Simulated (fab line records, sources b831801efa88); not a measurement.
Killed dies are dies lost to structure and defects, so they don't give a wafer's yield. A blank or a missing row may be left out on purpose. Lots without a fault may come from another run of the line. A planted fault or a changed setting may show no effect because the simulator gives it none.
Which tool did it? | flow sfq_line | 14 lots, 42 wafers sampled, at 1 step of a route of 325

WHAT THE GAUGES READ, wafer by wafer
The record holds no reading of a measuring or inspecting step that can be judged against a usual standard deviation.

WHICH TOOL RAN EACH LOT (tool, then ch and the chambers of the sampled wafers, then the start)
lot  | SFQ_TRILAYER_M4_LITHO_PEB_096
L180 | litho_track-03 ch 0, day 39 13:17
L181 | litho_track-01 ch 0, day 40 03:43
L183 | litho_track-01 ch 0, day 40 10:55
L187 | litho_track-03 ch 0, day 44 02:13
L188 | litho_track-03 ch 0, day 45 04:37
L189 | litho_track-01 ch 0, day 46 02:13
L194 | litho_track-03 ch 0, day 49 00:50
L195 | litho_track-03 ch 0, day 49 05:44
L196 | litho_track-02 ch 0, day 49 09:23
L197 | litho_track-03 ch 0, day 49 11:43
L198 | litho_track-03 ch 0, day 49 15:20
L200 | litho_track-02 ch 0, day 49 22:31
L201 | litho_track-03 ch 0, day 50 03:19
L202 | litho_track-02 ch 0, day 50 08:10
- SFQ_TRILAYER_M4_LITHO_PEB_096: peb time 60 s.

WHAT THE TOOLS THEMSELVES READ (means of the sampled wafers that have a number; where no wafer has one, the mark that the record gives instead)
SFQ_TRILAYER_M4_LITHO_PEB_096. Usual: heater_power_total_W 79.15 W, standard deviation 0.065; plate_temp_C 115.01 C, standard deviation 0.16.
lot  | tool           | heater_power_total_W (W) | plate_temp_C (C) | flag
L180 | litho_track-03 | 79.10                    | 115.05           |
L181 | litho_track-01 | 79.16                    | 115.23           |
L183 | litho_track-01 | 79.19                    | 114.66           |
L187 | litho_track-03 | 77.72                    | 113.50           | OFF
L188 | litho_track-03 | 77.72                    | 113.62           | OFF
L189 | litho_track-01 | 79.14                    | 115.13           |
L194 | litho_track-03 | 79.12                    | 114.99           |
L195 | litho_track-03 | 79.15                    | 115.15           |
L196 | litho_track-02 | 79.14                    | 114.88           |
L197 | litho_track-03 | 79.19                    | 115.00           |
L198 | litho_track-03 | 79.06                    | 114.62           |
L200 | litho_track-02 | 79.07                    | 114.83           |
L201 | litho_track-03 | 79.13                    | 115.10           |
L202 | litho_track-02 | 79.18                    | 114.94           |

THE ANSWER, worked out from the rows above alone
Rule: a lot is off if the mean of its wafers that have a number lies more than 3 standard deviations from the usual mean. A lot without any number at a reading at which 4 lots or more have one is off too. The other lots that the step has rows for count as sound. The gauges are gone through in route order, then the tools' own readings, and for those a lot's mean is taken as printed above. The first step at which some lot is off is used, and at that step the reading that is off furthest; a lot without a number counts as furthest.
Off: L187, L188, at SFQ_TRILAYER_M4_LITHO_PEB_096 (heater_power_total_W).
A tool fits if, at that step or a process step before it, it ran every lot that is off, and no sound lot after the first of them. None of those tried fits.

WHAT THE SIMULATOR HAD PUT IN
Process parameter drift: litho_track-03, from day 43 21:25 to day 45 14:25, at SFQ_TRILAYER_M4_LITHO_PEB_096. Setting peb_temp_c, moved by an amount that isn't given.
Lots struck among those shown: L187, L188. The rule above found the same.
